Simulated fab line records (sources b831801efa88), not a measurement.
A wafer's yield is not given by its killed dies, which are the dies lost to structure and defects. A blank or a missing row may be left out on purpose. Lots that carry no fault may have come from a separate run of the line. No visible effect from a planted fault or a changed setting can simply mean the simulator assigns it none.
Matching of chambers	flow gf180mcu	GF_V2_CMP_04 on cmp-02 has 4 sister chambers
The step polishes SiO2. 8 wafers are shown with their chamber, then 8 later ones without.

## EACH WAFER AND ITS CHAMBER
wafer	chamber	motor-current-A (A)	time-to-endpoint-s (s)
L561.2	3	11.0	73
L561.4	0	12.2	77
L562.1	3	10.0	72
L565.3	0	12.6	70
L569.1	2	13.3	77
L569.5	1	15.4	81
L569.6	2	13.4	79
L570.2	1	15.3	82

## WAFERS WITHOUT THEIR CHAMBER
wafer	motor-current-A (A)	time-to-endpoint-s (s)
L570.4	13.6	95
L570.5	12.2	87
L571.5	12.7	75
L572.1	12.5	84
L572.3	10.7	82
L581.1	15.9	71
L581.2	12.2	67
L581.6	12.7	76

## WHICH CHAMBER EACH WENT THROUGH
wafer	from the rows above	in truth
L570.4	can't be placed: 2 or 1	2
L570.5	can't be placed: 2 or 0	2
L571.5	can't be placed: 0 or 2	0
L572.1	can't be placed: 2 or 0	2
L572.3	can't be placed: 3 or 0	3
L581.1	1	1
L581.2	0	0
L581.6	can't be placed: 0 or 2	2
2 of 8 placed correctly. Can't be placed from these rows: 6 (the true chamber is among the candidates in 6). Wrongly placed: 0.
How it was worked out, from the rows above alone: a wafer's distance from a chamber is the root of the sum, over the readings, of the square of ((its reading less the chamber's mean) divided by the reading's scatter). If the next closest chamber is less than 2 further off than the closest, the wafer can't be placed; otherwise it belongs to the closest. A chamber's mean is the mean of its shown wafers. The scatter: the root of (the sum of the squares of (reading less its chamber's mean) over the shown wafers, divided by (wafers less chambers)).
